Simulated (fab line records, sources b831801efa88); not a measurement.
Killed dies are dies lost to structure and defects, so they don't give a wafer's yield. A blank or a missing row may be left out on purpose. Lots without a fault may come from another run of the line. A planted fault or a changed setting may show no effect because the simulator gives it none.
Tool commonality check | flow gf180mcu | 13 lots, 39 wafers sampled

WHY IT WAS OPENED
At GF_MVSD_TW_MEAS_11 the reading MVSD_TW is flagged on 1 of 13 lots. Wafers without a fault read 1582, standard deviation 13.
Rule: a lot is flagged when every wafer of it that has a number lies more than 4 standard deviations from that mean, or none has a number. The other lots count as sound.

lot  | measured     | on            | MVSD_TW, wafer by wafer | flag
L491 | day 4 10:40  | film_metro-04 | 1584 1586 1593          |
L493 | day 4 21:50  | film_metro-04 | 30 30 30                | FLAGGED
L503 | day 7 09:01  | film_metro-02 | 1563 1561 1559          |
L504 | day 7 19:47  | film_metro-02 | 1556 1557 1557          |
L505 | day 7 21:26  | film_metro-03 | 1582 1584 1581          |
L506 | day 8 01:49  | film_metro-03 | 1586 1588 1588          |
L507 | day 8 06:46  | film_metro-04 | 1592 1595 1590          |
L509 | day 8 18:36  | film_metro-02 | 1576 1584 1583          |
L510 | day 8 23:47  | film_metro-02 | 1584 1579 1571          |
L511 | day 9 06:17  | film_metro-04 | 1593 1594 1598          |
L512 | day 9 12:35  | film_metro-02 | 1556 1556 1555          |
L513 | day 9 19:40  | film_metro-04 | 1597 1589 1597          |
L514 | day 10 01:27 | film_metro-03 | 1573 1583 1574          |
The numbers of the flagged lots are 30 on average: -1552 against the usual, or -99 or more standard deviations.

WHICH TOOL RAN EACH LOT
The record holds 1 process step before the reading, out of a route of 602 steps. In each cell: the tool, then ch and the chambers that the sampled wafers went through, then the start.
lot  | flag    | GF_MVSD_EXPOSE_04
L491 |         | iline_stepper-02 ch 0, day 4 03:51
L493 | FLAGGED | iline_stepper-02 ch 0, day 4 14:52
L503 |         | iline_stepper-01 ch 0, day 7 00:58
L504 |         | iline_stepper-02 ch 0, day 7 11:28
L505 |         | iline_stepper-01 ch 0, day 7 13:22
L506 |         | iline_stepper-02 ch 0, day 7 17:13
L507 |         | iline_stepper-01 ch 0, day 7 22:06
L509 |         | iline_stepper-02 ch 0, day 8 09:46
L510 |         | iline_stepper-01 ch 0, day 8 15:34
L511 |         | iline_stepper-02 ch 0, day 8 22:13
L512 |         | iline_stepper-01 ch 0, day 9 03:44
L513 |         | iline_stepper-02 ch 0, day 9 11:20
L514 |         | iline_stepper-02 ch 0, day 9 17:01
What these steps do:
- GF_MVSD_EXPOSE_04: exposes mask MVSD, target cd 1000 nm.
- GF_MVSD_TW_MEAS_11

FLAGGED OVER TOTAL, TOOL BY TOOL (the gauges that took the reading come last)
step               | tool             | lots run | flagged | share of the flagged lots | sound lots run after its first flagged lot
GF_MVSD_EXPOSE_04  | iline_stepper-01 | 5        | 0       | none                      | -
GF_MVSD_EXPOSE_04  | iline_stepper-02 | 8        | 1       | all                       | 6 (L504,L506,L509,L511,L513,L514)
GF_MVSD_TW_MEAS_11 | film_metro-02    | 5        | 0       | none                      | -
GF_MVSD_TW_MEAS_11 | film_metro-03    | 3        | 0       | none                      | -
GF_MVSD_TW_MEAS_11 | film_metro-04    | 5        | 1       | all                       | 3 (L507,L511,L513)

WHAT THE TABLE ALLOWS
2 rows of the table ran every flagged lot: iline_stepper-02 at GF_MVSD_EXPOSE_04, film_metro-04 at GF_MVSD_TW_MEAS_11.
- iline_stepper-02 at GF_MVSD_EXPOSE_04: 1 of its 8 lots flagged. Sound lots ran on it after the first flagged one (L504, L506, L509, L511, L513, L514), which a lasting fault on the whole tool wouldn't allow.
- film_metro-04 at GF_MVSD_TW_MEAS_11: 1 of its 5 lots flagged. Sound lots ran on it after the first flagged one (L507, L511, L513), which a lasting fault on the whole tool wouldn't allow.
No row of the table ran every flagged lot and no sound lot after the first.

WHAT THE SIMULATOR HAD PUT IN
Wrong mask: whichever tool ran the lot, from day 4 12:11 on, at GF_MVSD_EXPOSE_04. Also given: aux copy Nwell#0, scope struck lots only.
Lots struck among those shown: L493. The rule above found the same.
